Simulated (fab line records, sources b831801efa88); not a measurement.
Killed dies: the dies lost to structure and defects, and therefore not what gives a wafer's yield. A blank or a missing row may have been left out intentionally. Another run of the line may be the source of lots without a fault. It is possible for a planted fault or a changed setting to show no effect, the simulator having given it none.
Which tool did it? / flow sky130 / 21 wafers from 7 lots sampled at 2 of the route's 708 steps

== WHAT THE GAUGES SHOWED, per wafer ==
SKY_METAL1_RS_MEAS_05: the measuring method here is four-point-probe.
lot=L647; measured=day 32 09:53; on=film_metro-02; METAL1_ALCU_RS (ohm/sq)=0.1267 0.1261 0.1288
lot=L650; measured=day 33 16:58; on=film_metro-04; METAL1_ALCU_RS (ohm/sq)=0.1297 0.1287 0.1308
lot=L652; measured=day 34 11:31; on=film_metro-02; METAL1_ALCU_RS (ohm/sq)=0.1228 0.1235 0.1246
lot=L656; measured=day 35 16:39; on=film_metro-04; METAL1_ALCU_RS (ohm/sq)=0.1262 0.1261 0.1254
lot=L658; measured=day 35 21:29; on=film_metro-01; METAL1_ALCU_RS (ohm/sq)=0.1256 0.1255 0.1247
lot=L665; measured=day 37 19:34; on=film_metro-01; METAL1_ALCU_RS (ohm/sq)=0.1274 0.1262 0.1294
lot=L668; measured=day 38 21:05; on=film_metro-04; METAL1_ALCU_RS (ohm/sq)=0.1289 0.1284 0.1288

== WHAT TOOL EACH LOT RAN ON (gives the tool, then ch and the chambers of the sampled wafers, and finally the start) ==
lot=L647; SKY_CONTACT_STRIP_19=plasma_asher-01 ch 0,1, day 32 08:29
lot=L650; SKY_CONTACT_STRIP_19=plasma_asher-02 ch 0,1, day 33 15:33
lot=L652; SKY_CONTACT_STRIP_19=plasma_asher-03 ch 0, day 34 10:03
lot=L656; SKY_CONTACT_STRIP_19=plasma_asher-03 ch 1, day 35 15:14
lot=L658; SKY_CONTACT_STRIP_19=plasma_asher-01 ch 0,1, day 35 20:05
lot=L665; SKY_CONTACT_STRIP_19=plasma_asher-01 ch 0,1, day 37 18:08
lot=L668; SKY_CONTACT_STRIP_19=plasma_asher-01 ch 0,1, day 38 19:35
- SKY_CONTACT_STRIP_19: strips in O2/N2.

== THE ANSWER, worked out from the rows above alone ==
Rule: what is usual is taken from the lots themselves. The widest of any qualifying gaps counts: lots, ordered by their means at a reading, are off when they make up no more than a third of the lots, leave a main group of 4 or more, and stand apart from it by 3 or more times the standard deviation of that group's means. If all means in a main group match to the digits the tables above print for the reading, that group is not used. A lot without any number at a reading at which 4 lots or more have one is off too. The other lots that the step has rows for count as sound.
None of the lots is off at any reading shown; this tells nothing.

== WHAT THE SIMULATOR HAD PUT IN ==
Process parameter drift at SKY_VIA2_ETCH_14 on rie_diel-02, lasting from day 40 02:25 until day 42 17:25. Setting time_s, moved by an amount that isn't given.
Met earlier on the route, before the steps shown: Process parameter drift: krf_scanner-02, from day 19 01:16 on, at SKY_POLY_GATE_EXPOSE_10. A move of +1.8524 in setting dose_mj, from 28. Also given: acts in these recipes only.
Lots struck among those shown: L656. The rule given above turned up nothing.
